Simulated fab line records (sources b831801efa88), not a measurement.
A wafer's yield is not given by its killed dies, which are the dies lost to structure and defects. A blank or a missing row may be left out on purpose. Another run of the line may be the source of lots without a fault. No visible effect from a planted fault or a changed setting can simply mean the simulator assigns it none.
Code-filled problem report in 8D (eight disciplines) form | flow sfq line | the parts of the form that need people (team, actions taken, sign-off) are left out

== 1. PROBLEM STATEMENT ==
Mean of spin speed rpm at SFQ_TRILAYER_M0_LITHO_COAT_021: 2932.5 rpm across 6 wafers in 2 lots; on wafers with no fault it is 2999.8 rpm (standard deviation 2.1). That is -32 standard deviations from the usual mean.
The step: resist thk 600 nm.
The first sign was on wafer L863.2 at day 7 09:52, on litho track-03. Wafers with a number at this step in the record: 18, from 6 lots. Rule for "out", or "out of limits": more than 4 standard deviations from the usual mean. The other wafers with a number count as sound.

== 2. WHAT IT IS AND WHAT IT IS NOT ==
question                    | is                     | is not
which readings at this step | spin speed rpm         | -
which lots                  | L863, L865             | L852, L870, L873, L874
which wafers of those lots  | all that have a number | -
read on which tools         | litho track-03         | litho track-02
when                        | from day 7 09:52       | up to then (3 sound wafers); but 9 sound wafers of L870, L873, L874 came after

== 3. THE SUSPECTS, EACH WITH WHAT RULES IT OUT ==
Counting: a tool at a process step up to the reading stays a suspect if it ran every lot that is out and no sound lot after the first of them.
- litho track-03 at SFQ_TRILAYER_M0_LITHO_COAT_021 (resist thk 600 nm): ruled out as a lasting fault. After its first lot that is out, L863 (day 7 09:52), sound lots L873 ran on it.
Left after counting: nothing in the record.

== 4. THE CAUSE (what the simulator had put in) ==
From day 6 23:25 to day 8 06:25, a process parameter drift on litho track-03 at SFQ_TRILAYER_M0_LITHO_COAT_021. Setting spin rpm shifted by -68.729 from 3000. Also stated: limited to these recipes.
Counting ruled it out, wrongly.

== 5. THE EFFECT CHAIN, in route order ==
One row per reading whose mean, taken over the struck wafers that have a number, lies over 3 standard deviations from the usual. Scope: only readings with a usual standard deviation given in the record; hours: median across lots of the time from each lot's start at the first step in this table that gives one to its start at this step; sigmas: change in usual standard deviations.
hours | step                           | reading        | usual      | on struck wafers | change | sigmas
0     | SFQ_TRILAYER_M0_LITHO_COAT_021 | spin speed rpm | 2999.8 rpm | 2932.5           | -67.3  | -32
Process steps it contains:
- SFQ_TRILAYER_M0_LITHO_COAT_021: resist thk 600 nm.
Later measuring or inspecting steps at which every struck wafer that the step has a row for has a number for every such reading, and none has moved that far: SFQ_M0_OVL_MEAS_906.

== 6. WHAT WOULD HAVE CAUGHT IT SOONER ==
10 hours passed between the start of the fault at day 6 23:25 and the first reading out of limits in this record, taken at day 7 09:52.
